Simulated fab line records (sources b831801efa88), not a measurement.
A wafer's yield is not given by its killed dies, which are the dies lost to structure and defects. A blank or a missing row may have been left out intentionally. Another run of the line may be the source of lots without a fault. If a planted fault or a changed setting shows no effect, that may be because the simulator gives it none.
Matching of chambers || flow gf180mcu || 3 sister chambers for GF_V2_STRIP_19 on wetBench-04
The step strips in post etch residue remover, time 1200 s. 6 wafers are shown with their chamber, then 4 later ones without.

WAFERS WITH THEIR CHAMBER
{"wafer": "L180.3", "chamber": 0, "bathHeatDutyPct (%)": 16.3}
{"wafer": "L180.5", "chamber": 0, "bathHeatDutyPct (%)": 15.4}
{"wafer": "L184.2", "chamber": 3, "bathHeatDutyPct (%)": 13.9}
{"wafer": "L184.4", "chamber": 3, "bathHeatDutyPct (%)": 15.3}
{"wafer": "L194.3", "chamber": 2, "bathHeatDutyPct (%)": 18.2}
{"wafer": "L194.4", "chamber": 2, "bathHeatDutyPct (%)": 14.9}

WAFERS WITHOUT THEIR CHAMBER
{"wafer": "L194.5", "bathHeatDutyPct (%)": 17.1}
{"wafer": "L196.1", "bathHeatDutyPct (%)": 14.7}
{"wafer": "L196.2", "bathHeatDutyPct (%)": 13.8}
{"wafer": "L196.6", "bathHeatDutyPct (%)": 15.2}

EACH ONE'S CHAMBER
{"wafer": "L194.5", "from the rows above": "can't be placed: 2 or 0 or 3", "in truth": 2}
{"wafer": "L196.1", "from the rows above": "can't be placed: 3 or 0 or 2", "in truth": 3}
{"wafer": "L196.2", "from the rows above": "can't be placed: 3 or 0 or 2", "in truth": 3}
{"wafer": "L196.6", "from the rows above": "can't be placed: 3 or 0 or 2", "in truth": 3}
0 of 4 placed correctly. Cannot be placed on the basis of these rows: 4; the candidates contain the true chamber in 4. Wrongly placed: 0.
How it was worked out, from the rows above alone: a wafer's distance from a chamber is the root of the sum, over the readings, of the square of ((its reading less the chamber's mean) divided by the reading's scatter). If the next closest chamber is less than 2 further off than the closest, the wafer can't be placed; otherwise it belongs to the closest. The mean given for a chamber averages the wafers shown for that chamber. How the scatter is found: for the shown wafers, subtract from each reading the mean of its chamber, square and add these, divide the total by (wafers less chambers), then take the root.
